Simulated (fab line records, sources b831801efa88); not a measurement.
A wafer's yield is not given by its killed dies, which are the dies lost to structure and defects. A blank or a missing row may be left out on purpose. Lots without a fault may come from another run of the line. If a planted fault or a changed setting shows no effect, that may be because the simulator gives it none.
fab line records + flow gf180mcu
record:
- lots: 13
- wafers: 39
- lastDay: 34
route steps=602 shown POLY_GATE@165 V2@387 M4@472 V5@541
lots untouched by any fault: they come from a run of this same line in which no faults occurred
startH: start of the lot's first displayed wafer, in hours after the record's first day + waitH: hours from the lot's prior step to this one + " the same as in the row above + L1.1+2: several wafers, shown together as one row + - value missing, or start not given + * or withheld: withheld + < > ~ a bound
route shown NAME@n: names a module that has steps shown in the file, with the first one's number in the route + usual: average and standard deviation across the fault-free wafers + same: alike in all rows + chamber/n: place in a boat + sites: the reading at each site + _std_site: their standard deviation + _edge_site: outer sites' mean less inner sites' + radiusMm: for every site, how far away it sits from the centre of the wafer + mask NAME#n: copy n + behind: tool/chamber where the wafer was last shaped + hold: the reason the lot was held/the length of the hold in hours/how it ended + device: whichever transistor did not switch (one of n, p or np) + end of line: tests of these same wafers at the route's end + a step given without rows: its recipe and nothing more + killed: not the wafer's yield, but the dies lost to structure and defects at the first sort + map: a wafer's dies, marking killed ones x, the rest . and places with no die _
set.NAME: the run value of the setting; set.NAME@STEP: its run value at that earlier step + model.NAME: the simulator's own value behind a step, which no gauge read
one table for each step of the route and one row for each wafer, over a sample of lots
services: a tool's chamber out of use, with start hour (startH, from the record's first day; less than 0 if before it), hours out, and reason
== steps ==
step: GF_POLY_GATE_PEB_08
recipe:
- pebTempC: 135
- pebTimeS: 90
- resist: KrF
usual:
- heaterPowerTotalW: 85.70/0.077
- plateTempC: 135.03/0.15
| lot.wafer | tool          | chamber | startH | waitH | heaterPowerTotalW | plateTempC |
|-----------|---------------|---------|--------|-------|-------------------|------------|
| L269.3    | lithoTrack-04 | 0       | 197.61 | -     | 85.83             | 134.83     |
| L269.4    | "             | 0       | "      | "     | 85.80             | 135.06     |
| L269.6    | "             | 0       | "      | "     | 85.77             | 135.02     |
| L271.2    | lithoTrack-04 | 0       | 213.57 | -     | 85.63             | 135.12     |
| L271.3    | "             | 0       | "      | "     | 85.66             | 135.06     |
| L271.6    | "             | 0       | "      | "     | 85.74             | 135.09     |
| L273.3    | lithoTrack-02 | 0       | 223.41 | -     | 85.65             | 135.06     |
| L273.5    | "             | 0       | "      | "     | 85.81             | 135.14     |
| L273.6    | "             | 0       | "      | "     | 85.73             | 135.06     |
| L274.2    | lithoTrack-04 | 0       | 232.72 | -     | 85.76             | 135.06     |
| L274.3    | "             | 0       | "      | "     | 85.59             | 135.00     |
| L274.4    | "             | 0       | "      | "     | 85.60             | 135.14     |
| L275.2    | lithoTrack-02 | 0       | 239.88 | -     | 85.69             | 134.94     |
| L275.4    | "             | 0       | "      | "     | 85.49             | 135.04     |
| L275.5    | "             | 0       | "      | "     | 85.80             | 134.98     |
| L276.2    | lithoTrack-02 | 0       | 250.28 | -     | 85.67             | 135.06     |
| L276.4    | "             | 0       | "      | "     | 85.83             | 134.99     |
| L276.6    | "             | 0       | "      | "     | 85.67             | 135.14     |
| L277.1    | lithoTrack-02 | 0       | 257.80 | -     | 85.61             | 134.98     |
| L277.5    | "             | 0       | "      | "     | 85.70             | 135.17     |
| L277.6    | "             | 0       | "      | "     | 85.63             | 134.95     |
| L278.1    | lithoTrack-04 | 0       | 261.74 | -     | 85.63             | 134.97     |
| L278.3    | "             | 0       | "      | "     | 85.83             | 135.07     |
| L278.5    | "             | 0       | "      | "     | 85.68             | 134.90     |
| L283.1    | lithoTrack-04 | 0       | 297.79 | -     | 86.67             | 136.13     |
| L283.2    | "             | 0       | "      | "     | 86.76             | 136.36     |
| L283.6    | "             | 0       | "      | "     | 86.78             | 136.14     |
| L284.3    | lithoTrack-01 | 0       | 300.52 | -     | 85.71             | 134.81     |
| L284.5    | "             | 0       | "      | "     | 85.66             | 134.64     |
| L284.6    | "             | 0       | "      | "     | 85.79             | 134.82     |
| L286.2    | lithoTrack-04 | 0       | 316.72 | -     | 86.75             | 136.33     |
| L286.4    | "             | 0       | "      | "     | 86.82             | 136.21     |
| L286.5    | "             | 0       | "      | "     | 86.74             | 136.29     |
| L291.2    | lithoTrack-01 | 0       | 357.69 | -     | 85.78             | 134.76     |
| L291.3    | "             | 0       | "      | "     | 85.67             | 134.92     |
| L291.5    | "             | 0       | "      | "     | 85.66             | 134.76     |
| L292.1    | lithoTrack-01 | 0       | 360.45 | -     | 85.68             | 134.94     |
| L292.3    | "             | 0       | "      | "     | 85.75             | 135.07     |
| L292.6    | "             | 0       | "      | "     | 85.58             | 135.05     |
step: GF_POLY_GATE_CD_MEAS_10
recipe:
- targetCdNm: 280
usual:
- cdNm: 280.4/1.1
| lot.wafer | tool     | chamber | startH | waitH | cdNm  |
|-----------|----------|---------|--------|-------|-------|
| L269.3    | cdSem-02 | -       | 197.93 | 0.1   | 279.4 |
| L269.4    | "        | -       | "      | "     | 280.0 |
| L269.6    | "        | -       | "      | "     | 280.4 |
| L271.2    | cdSem-01 | -       | 213.91 | 0.1   | 281.2 |
| L271.3    | "        | -       | "      | "     | 280.1 |
| L271.6    | "        | -       | "      | "     | 280.7 |
| L273.3    | cdSem-02 | -       | 223.74 | 0.1   | 280.7 |
| L273.5    | "        | -       | "      | "     | 280.8 |
| L273.6    | "        | -       | "      | "     | 279.6 |
| L274.2    | cdSem-01 | -       | 233.06 | 0.1   | 278.9 |
| L274.3    | "        | -       | "      | "     | 278.4 |
| L274.4    | "        | -       | "      | "     | 279.1 |
| L275.2    | cdSem-01 | -       | 240.22 | 0.1   | 280.3 |
| L275.4    | "        | -       | "      | "     | 281.1 |
| L275.5    | "        | -       | "      | "     | 279.3 |
| L276.2    | cdSem-02 | -       | 250.62 | 0.1   | 278.4 |
| L276.4    | "        | -       | "      | "     | 279.3 |
| L276.6    | "        | -       | "      | "     | 279.6 |
| L277.1    | cdSem-02 | -       | 258.15 | 0.1   | 281.4 |
| L277.5    | "        | -       | "      | "     | 281.2 |
| L277.6    | "        | -       | "      | "     | 281.0 |
| L278.1    | cdSem-02 | -       | 262.09 | 0.1   | 283.1 |
| L278.3    | "        | -       | "      | "     | 282.0 |
| L278.5    | "        | -       | "      | "     | 283.1 |
| L283.1    | cdSem-01 | -       | 298.23 | 0.2   | 276.6 |
| L283.2    | "        | -       | "      | "     | 278.8 |
| L283.6    | "        | -       | "      | "     | 276.5 |
| L284.3    | cdSem-01 | -       | 300.86 | 0.1   | 281.1 |
| L284.5    | "        | -       | "      | "     | 281.4 |
| L284.6    | "        | -       | "      | "     | 281.2 |
| L286.2    | cdSem-01 | -       | 317.06 | 0.1   | 277.0 |
| L286.4    | "        | -       | "      | "     | 277.1 |
| L286.5    | "        | -       | "      | "     | 277.8 |
| L291.2    | cdSem-01 | -       | 358.21 | 0.3   | 281.2 |
| L291.3    | "        | -       | "      | "     | 281.2 |
| L291.5    | "        | -       | "      | "     | 280.4 |
| L292.1    | cdSem-01 | -       | 360.80 | 0.1   | 281.6 |
| L292.3    | "        | -       | "      | "     | 280.0 |
| L292.6    | "        | -       | "      | "     | 280.2 |
step: GF_V2_BOW_MEAS_05
recipe:
- mode: bow
usual:
- V2_BOW: 102/9.3
| lot.wafer | tool         | chamber | startH | waitH | V2_BOW[um] |
|-----------|--------------|---------|--------|-------|------------|
| L269.3    | filmMetro-03 | -       | 438.14 | 0.2   | 84         |
| L269.4    | "            | -       | "      | "     | 101        |
| L269.6    | "            | -       | "      | "     | 102        |
| L271.2    | filmMetro-02 | -       | 459.34 | 0.3   | 119        |
| L271.3    | "            | -       | "      | "     | 117        |
| L271.6    | "            | -       | "      | "     | 105        |
| L273.3    | filmMetro-03 | -       | 477.07 | 0.3   | 119        |
| L273.5    | "            | -       | "      | "     | 109        |
| L273.6    | "            | -       | "      | "     | 117        |
| L274.2    | filmMetro-03 | -       | 488.71 | 0.3   | 94         |
| L274.3    | "            | -       | "      | "     | 101        |
| L274.4    | "            | -       | "      | "     | 90         |
| L275.2    | filmMetro-02 | -       | 496.64 | 0.2   | 102        |
| L275.4    | "            | -       | "      | "     | 109        |
| L275.5    | "            | -       | "      | "     | 100        |
| L276.2    | filmMetro-02 | -       | 513.52 | 0.2   | 100        |
| L276.4    | "            | -       | "      | "     | 91         |
| L276.6    | "            | -       | "      | "     | 99         |
| L277.1    | filmMetro-02 | -       | 518.70 | 0.2   | 92         |
| L277.5    | "            | -       | "      | "     | 96         |
| L277.6    | "            | -       | "      | "     | 92         |
| L278.1    | filmMetro-03 | -       | 524.72 | 0.2   | 98         |
| L278.3    | "            | -       | "      | "     | 98         |
| L278.5    | "            | -       | "      | "     | 100        |
| L283.1    | filmMetro-03 | -       | 565.57 | 0.1   | 103        |
| L283.2    | "            | -       | "      | "     | 117        |
| L283.6    | "            | -       | "      | "     | 108        |
| L284.3    | filmMetro-02 | -       | 569.45 | 0.3   | 97         |
| L284.5    | "            | -       | "      | "     | 111        |
| L284.6    | "            | -       | "      | "     | 99         |
| L286.2    | filmMetro-02 | -       | 587.99 | 0.3   | 119        |
| L286.4    | "            | -       | "      | "     | 103        |
| L286.5    | "            | -       | "      | "     | 102        |
| L291.2    | filmMetro-03 | -       | 622.98 | 0.2   | 108        |
| L291.3    | "            | -       | "      | "     | 100        |
| L291.5    | "            | -       | "      | "     | 103        |
| L292.1    | filmMetro-02 | -       | 627.92 | 0.2   | 119        |
| L292.3    | "            | -       | "      | "     | 111        |
| L292.6    | "            | -       | "      | "     | 102        |
step: GF_M4_METAL_ETCH_16
recipe:
- chemistry: Cl2/BCl3
- maskMaterial: KrF
- targetDepthNm: 750.8
- stopOn: SiO2
- pressureMtorr: 8
- icpW: 800
- biasW: 140
- Cl2_flow_sccm: 80
- bcl3FlowSccm: 40
- timeS: 125.1
usual:
- drypumpMotorCurrentA: 5.9/0.32
- oesProductAu: 0.991/0.0049
- throttleValvePct: 28.229/0.0092
| lot.wafer | tool        | chamber | startH | waitH | drypumpMotorCurrentA | oesProductAu | rfHoursCounterH | throttleValvePct |
|-----------|-------------|---------|--------|-------|----------------------|--------------|-----------------|------------------|
| L269.3    | rieMetal-02 | 0       | 538.21 | 0.1   | 6.5                  | 0.989        | -               | 28.222           |
| L269.4    | "           | 0       | "      | "     | 6.5                  | 0.988        | -               | 28.218           |
| L269.6    | "           | 0       | "      | "     | 6.5                  | 0.993        | -               | 28.228           |
| L271.2    | rieMetal-01 | 0       | 557.15 | 0.0   | 6.2                  | 0.996        | 4               | 28.221           |
| L271.3    | "           | 0       | "      | "     | 6.2                  | 0.997        | -               | 28.243           |
| L271.6    | "           | 0       | "      | "     | 6.2                  | 0.992        | -               | 28.228           |
| L273.3    | rieMetal-03 | 0       | 574.79 | 0.1   | 6.0                  | 0.987        | -               | 28.215           |
| L273.5    | "           | 0       | "      | "     | 6.0                  | 0.993        | -               | 28.210           |
| L273.6    | "           | 1       | "      | "     | 5.5                  | 0.994        | -               | 28.222           |
| L274.2    | rieMetal-02 | 1       | 585.29 | 0.0   | 6.1                  | 0.984        | 3               | 28.230           |
| L274.3    | "           | 1       | "      | "     | 6.1                  | 0.992        | -               | 28.232           |
| L274.4    | "           | 0       | "      | "     | 6.5                  | 0.993        | -               | 28.225           |
| L275.2    | rieMetal-02 | 1       | 592.21 | 0.0   | 6.1                  | 0.991        | 3               | 28.241           |
| L275.4    | "           | 1       | "      | "     | 6.0                  | 0.989        | -               | 28.215           |
| L275.5    | "           | 0       | "      | "     | 6.5                  | 0.980        | -               | 28.230           |
| L276.2    | rieMetal-03 | 1       | 608.05 | 0.0   | 5.4                  | 0.996        | 13              | 28.238           |
| L276.4    | "           | 1       | "      | "     | 5.5                  | 0.999        | -               | 28.231           |
| L276.6    | "           | 0       | "      | "     | 6.0                  | 0.993        | -               | 28.230           |
| L277.1    | rieMetal-03 | 1       | 611.14 | 0.0   | 5.5                  | 0.999        | 13              | 28.222           |
| L277.5    | "           | 0       | "      | "     | 6.0                  | 0.999        | -               | 28.226           |
| L277.6    | "           | 1       | "      | "     | 5.5                  | 0.985        | -               | 28.239           |
| L278.1    | rieMetal-01 | 0       | 616.86 | 0.0   | 6.1                  | 0.999        | 7               | 28.220           |
| L278.3    | "           | 1       | "      | "     | 5.6                  | 0.987        | -               | 28.243           |
| L278.5    | "           | 1       | "      | "     | 5.6                  | 0.986        | -               | 28.234           |
| L283.1    | rieMetal-01 | 0       | 654.79 | 0.0   | 6.2                  | 0.984        | 8               | 28.241           |
| L283.2    | "           | 1       | "      | "     | 5.6                  | 0.995        | 2               | 28.238           |
| L283.6    | "           | 1       | "      | "     | 5.6                  | 0.985        | -               | 28.223           |
| L284.3    | rieMetal-03 | 0       | 657.28 | 0.1   | 6.0                  | 0.990        | -               | 28.251           |
| L284.5    | "           | 0       | "      | "     | 6.1                  | 0.996        | -               | 28.222           |
| L284.6    | "           | 0       | "      | "     | 6.0                  | 0.984        | -               | 28.215           |
| L286.2    | rieMetal-01 | 1       | 673.84 | 0.0   | 5.6                  | 0.994        | 3               | 28.224           |
| L286.4    | "           | 0       | "      | "     | 6.2                  | 0.989        | -               | 28.224           |
| L286.5    | "           | 0       | "      | "     | 6.2                  | 0.985        | -               | 28.224           |
| L291.2    | rieMetal-03 | 0       | 705.15 | 0.0   | 6.0                  | 0.998        | 8               | 28.224           |
| L291.3    | "           | 1       | "      | "     | 5.5                  | 0.986        | -               | 28.233           |
| L291.5    | "           | 1       | "      | "     | 5.5                  | 0.989        | -               | 28.238           |
| L292.1    | rieMetal-01 | 0       | 710.60 | 0.0   | 6.1                  | 0.994        | 10              | 28.239           |
| L292.3    | "           | 0       | "      | "     | 6.1                  | 0.991        | -               | 28.227           |
| L292.6    | "           | 0       | "      | "     | 6.2                  | 0.988        | -               | 28.223           |
step: GF_V5_THK_MEAS_01
recipe:
- reads: SiO2_of_V5_CVD_00
usual:
- V5_CVD_00_THK: 299/3.4
| lot.wafer | tool         | chamber | startH | waitH | V5_CVD_00_THK[nm] |
|-----------|--------------|---------|--------|-------|-------------------|
| L269.3    | filmMetro-02 | -       | 607.94 | 0.0   | 298               |
| L269.4    | "            | -       | "      | "     | 300               |
| L269.6    | "            | -       | "      | "     | 299               |
| L271.2    | filmMetro-04 | -       | 625.92 | 0.0   | 304               |
| L271.3    | "            | -       | "      | "     | 308               |
| L271.6    | "            | -       | "      | "     | 300               |
| L273.3    | filmMetro-04 | -       | 641.22 | 0.0   | 301               |
| L273.5    | "            | -       | "      | "     | 295               |
| L273.6    | "            | -       | "      | "     | 297               |
| L274.2    | filmMetro-04 | -       | 650.76 | 0.0   | 300               |
| L274.3    | "            | -       | "      | "     | 302               |
| L274.4    | "            | -       | "      | "     | 301               |
| L275.2    | filmMetro-04 | -       | 657.63 | 0.0   | 305               |
| L275.4    | "            | -       | "      | "     | 302               |
| L275.5    | "            | -       | "      | "     | 299               |
| L276.2    | filmMetro-03 | -       | 672.31 | 0.0   | 292               |
| L276.4    | "            | -       | "      | "     | 297               |
| L276.6    | "            | -       | "      | "     | 293               |
| L277.1    | filmMetro-02 | -       | 675.25 | 0.0   | 292               |
| L277.5    | "            | -       | "      | "     | 296               |
| L277.6    | "            | -       | "      | "     | 292               |
| L278.1    | filmMetro-03 | -       | 681.53 | 0.0   | 295               |
| L278.3    | "            | -       | "      | "     | 301               |
| L278.5    | "            | -       | "      | "     | 297               |
| L283.1    | filmMetro-03 | -       | 715.28 | 0.0   | 292               |
| L283.2    | "            | -       | "      | "     | 295               |
| L283.6    | "            | -       | "      | "     | 298               |
| L284.3    | filmMetro-02 | -       | 718.51 | 0.1   | 297               |
| L284.5    | "            | -       | "      | "     | 299               |
| L284.6    | "            | -       | "      | "     | 300               |
| L286.2    | filmMetro-02 | -       | 732.87 | 0.0   | 302               |
| L286.4    | "            | -       | "      | "     | 304               |
| L286.5    | "            | -       | "      | "     | 301               |
| L291.2    | filmMetro-03 | -       | 761.89 | 0.0   | 287               |
| L291.3    | "            | -       | "      | "     | 293               |
| L291.5    | "            | -       | "      | "     | 292               |
| L292.1    | filmMetro-04 | -       | 766.94 | 0.0   | 296               |
| L292.3    | "            | -       | "      | "     | 301               |
| L292.6    | "            | -       | "      | "     | 297               |
== services ==
| tool          | chamber | startH | hours | kind                     |
|---------------|---------|--------|-------|--------------------------|
| rieMetal-02   | 1       | 182.15 | 5.0   | repair                   |
| rieMetal-02   | -       | 191.63 | 4.0   | pm                       |
| rieMetal-01   | 1       | 329.75 | 4.8   | repair                   |
| rieMetal-01   | 0       | 360.27 | -     | clean                    |
| rieMetal-01   | 0       | 360.27 | 25.4  | scheduledDown            |
| rieMetal-01   | 0       | 360.27 | 25.4  | ventCycle                |
| rieMetal-03   | -       | 368.94 | 14.6  | pm                       |
| rieMetal-02   | 0       | 399.99 | 1.3   | repair                   |
| lithoTrack-02 | -       | 453.96 | -     | consumableReplace:filter |
| rieMetal-03   | 0       | 508.31 | -     | clean                    |
| rieMetal-03   | 0       | 508.31 | 21.2  | scheduledDown            |
| rieMetal-03   | 0       | 508.31 | 21.2  | ventCycle                |
| rieMetal-02   | 1       | 532.72 | 9.9   | repair                   |
| rieMetal-03   | -       | 536.55 | 0.3   | repair                   |
| rieMetal-01   | -       | 562.82 | 2.8   | pm                       |
| rieMetal-01   | 1       | 577.53 | -     | clean                    |
| rieMetal-01   | 1       | 577.53 | 15.5  | scheduledDown            |
| rieMetal-01   | 1       | 577.53 | 15.5  | ventCycle                |
| rieMetal-02   | 0       | 598.43 | 8.7   | repair                   |
| rieMetal-03   | 1       | 616.48 | 26.9  | repair                   |
| rieMetal-03   | -       | 637.87 | 2.8   | pm                       |
| rieMetal-03   | 1       | 643.38 | -     | clean                    |
| rieMetal-03   | 1       | 643.38 | 33.6  | scheduledDown            |
| rieMetal-03   | 1       | 643.38 | 33.6  | ventCycle                |
== key ==
firstSign:
- step: GF_POLY_GATE_PEB_08
- reading: heaterPowerTotalW
- direction: up
- sigmas: 14
- usual: 85.70
- struck: 86.75
effect:
- step: GF_POLY_GATE_PEB_08
- reading: plateTempC
- direction: up
- sigmas: 8
- usual: *
- struck: *
effect:
- step: GF_POLY_GATE_CD_MEAS_10
- reading: cdNm
- direction: down
- sigmas: 2.7
- usual: 280.4
- struck: 277.3
- through: controlLoop
metAt GF_POLY_GATE_PEB_08
struckLots L283,L286
testerLeftOut L283,L286
loopTrim:
- step: GF_POLY_GATE_EXPOSE_07
- setting: dose
- lots: L286
notActingAt GF_V2_BOW_MEAS_05,GF_M4_METAL_ETCH_16,GF_V5_THK_MEAS_01
onsetBetween 261.74 297.79
fault:
- kind: processParameterDrift
- tool: lithoTrack-04
- chamber: -
- onsetH: 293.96
- steps: GF_POLY_GATE_PEB_08
- channel: pebTempC
- offset: *
- shape: step
- endH: 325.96
- actsIn: *
- stated: *
testerLeftOut: of these lots the tester's yield and bins aren't shown, on N5 and GAA mostly nor the transistor test; their killed dies are dies lost to structure and defects alone, not to doping, threshold or leakage, so they don't give the yield
loopTrim: a control loop set the setting to another value than it would have without faults
